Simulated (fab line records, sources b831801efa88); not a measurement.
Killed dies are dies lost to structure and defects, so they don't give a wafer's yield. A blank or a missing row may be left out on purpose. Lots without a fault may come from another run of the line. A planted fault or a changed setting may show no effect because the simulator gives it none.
Which tool did it? | flow gf180mcu | 12 lots, 36 wafers sampled, at 4 steps of a route of 602

WHAT THE GAUGES READ, wafer by wafer
GF_VT_IMPLANT_OVL_MEAS_18.
lot  | measured     | on         | VT_IMPLANT_01_OVL (nm)
L678 | day 6 05:55  | overlay-01 | -0.4 2.1 1.1
L679 | day 6 12:14  | overlay-01 | -0.8 0.0 0.2
L680 | day 6 22:46  | overlay-02 | 0.8 0.0 0.2
L681 | day 7 02:05  | overlay-01 | -0.7 -1.2 -1.8
L682 | day 7 09:19  | overlay-01 | 2.2 1.8 2.1
L683 | day 7 16:59  | overlay-01 | -0.7 -0.9 -2.4
L684 | day 7 23:23  | overlay-02 | -1.8 -0.7 -0.6
L685 | day 8 03:20  | overlay-01 | -2.2 -1.0 -3.2
L694 | day 10 11:41 | overlay-02 | -1.2 -0.4 -0.7
L695 | day 10 19:23 | overlay-01 | 1.5 0.3 0.1
L698 | day 11 16:19 | overlay-02 | -1.3 -0.5 -0.4
L701 | day 12 15:23 | overlay-01 | -1.4 0.3 -0.4

GF_POLY_GATE_THK_MEAS_01.
lot  | measured     | on            | POLY_GATE_CVD_00_THK (nm)
L678 | day 8 11:31  | film_metro-03 | 200.4 198.5 197.9
L679 | day 8 18:27  | film_metro-01 | 199.1 198.6 199.0
L680 | day 9 08:22  | film_metro-03 | 199.0 200.3 200.1
L681 | day 9 11:31  | film_metro-03 | 196.9 197.0 195.8
L682 | day 9 17:14  | film_metro-01 | 202.5 203.7 204.3
L683 | day 10 02:17 | film_metro-03 | 198.9 198.1 199.4
L684 | day 10 09:34 | film_metro-01 | 200.5 202.4 199.6
L685 | day 10 13:52 | film_metro-03 | 205.6 206.4 204.4
L694 | day 13 03:15 | film_metro-04 | 198.4 198.7 199.2
L695 | day 13 11:50 | film_metro-03 | 200.7 200.7 198.4
L698 | day 14 11:05 | film_metro-01 | 199.6 198.4 199.1
L701 | day 15 14:55 | film_metro-01 | 197.7 197.4 197.1

GF_HV_LDD_CD_MEAS_19: target cd 400 nm.
lot  | measured     | on        | cd_nm (nm)
L678 | day 10 19:22 | cd_sem-02 | 401.2 401.5 400.4
L679 | day 11 02:32 | cd_sem-02 | 396.6 398.9 397.2
L680 | day 11 16:58 | cd_sem-02 | 401.3 400.2 401.5
L681 | day 11 19:19 | cd_sem-01 | 404.4 402.6 403.6
L682 | day 12 04:39 | cd_sem-02 | 400.3 397.3 401.3
L683 | day 12 11:58 | cd_sem-02 | 401.1 401.8 401.5
L684 | day 12 20:04 | cd_sem-02 | 397.4 396.8 398.3
L685 | day 13 02:52 | cd_sem-01 | 399.5 399.5 399.9
L694 | day 15 17:55 | cd_sem-02 | 399.8 401.9 402.8
L695 | day 16 06:59 | cd_sem-02 | 400.8 401.1 403.4
L698 | day 17 08:51 | cd_sem-02 | 400.8 403.2 402.0
L701 | day 18 13:43 | cd_sem-01 | 395.0 395.0 393.9

WHICH TOOL RAN EACH LOT (tool, then ch and the chambers of the sampled wafers, then the start)
lot  | GF_VT_IMPLANT_IMPLANT_08
L678 | implanter-02 ch 0, day 5 15:38
L679 | implanter-04 ch 0, day 5 21:01
L680 | implanter-04 ch 0, day 6 07:21
L681 | implanter-04 ch 0, day 6 11:23
L682 | implanter-04 ch 0, day 6 18:17
L683 | implanter-01 ch 0, day 7 01:12
L684 | implanter-01 ch 0, day 7 07:47
L685 | implanter-01 ch 0, day 7 10:36
L694 | implanter-02 ch 0, day 9 17:30
L695 | implanter-02 ch 0, day 10 00:26
L698 | implanter-04 ch 0, day 10 21:07
L701 | implanter-04 ch 0, day 11 19:38
- GF_VT_IMPLANT_IMPLANT_08

WHAT THE TOOLS THEMSELVES READ (means of the sampled wafers that have a number; where no wafer has one, the mark that the record gives instead)
GF_VT_IMPLANT_IMPLANT_08.
lot  | tool         | beam_energy_keV | beam_on_s (s)
L678 | implanter-02 | 20.007          | 9.75
L679 | implanter-04 | 20.002          | 10.12
L680 | implanter-04 | 19.993          | 10.25
L681 | implanter-04 | 19.998          | 10.11
L682 | implanter-04 | 20.002          | 9.94
L683 | implanter-01 | 20.003          | 9.99
L684 | implanter-01 | 20.003          | 10.08
L685 | implanter-01 | 19.995          | 9.86
L694 | implanter-02 | 19.768          | 9.97
L695 | implanter-02 | 19.774          | 10.00
L698 | implanter-04 | 20.001          | 10.06
L701 | implanter-04 | 20.000          | 9.96

THE ANSWER, worked out from the rows above alone
Rule: what is usual is taken from the lots themselves. Put in order of their means at a reading, lots are off if they are a third of the lots or fewer, leave a main group of 4 or more, and stand apart from it by a gap of 3 or more times the standard deviation of the main group's means; of several such gaps the widest counts. A main group whose means are all the same, to the digits that the tables above print for the reading, isn't used. A lot without any number at a reading at which 4 lots or more have one is off too. The other lots that the step has rows for count as sound. The gauges are gone through in route order, then the tools' own readings, and for those a lot's mean is taken as printed above. The first step at which some lot is off is used, and at that step the reading that is off furthest; a lot without a number counts as furthest.
Off: L694, L695, at GF_VT_IMPLANT_IMPLANT_08 (beam_energy_keV). The main group: mean 20.000, standard deviation 0.0039.
A tool fits if, at that step or a process step before it, it ran every lot that is off, and no sound lot after the first of them. One fits: implanter-02 at GF_VT_IMPLANT_IMPLANT_08. Its last sound lot is L678 (day 5 15:38), its first lot that is off L694 (day 9 17:30): a fault that began between those two fits.
The tool's own readings at GF_VT_IMPLANT_IMPLANT_08 bear it out: on the lots that are off they differ by more than 5 times the standard deviation of the sound lots' means. beam_energy_keV reads 19.771 there against 20.000 on the sound lots.

WHAT THE SIMULATOR HAD PUT IN
Process parameter drift: implanter-02, from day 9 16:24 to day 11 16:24, at GF_VT_IMPLANT_IMPLANT_08. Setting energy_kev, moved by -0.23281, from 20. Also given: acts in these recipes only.
Lots struck among those shown: L694, L695. The rule above found the same.
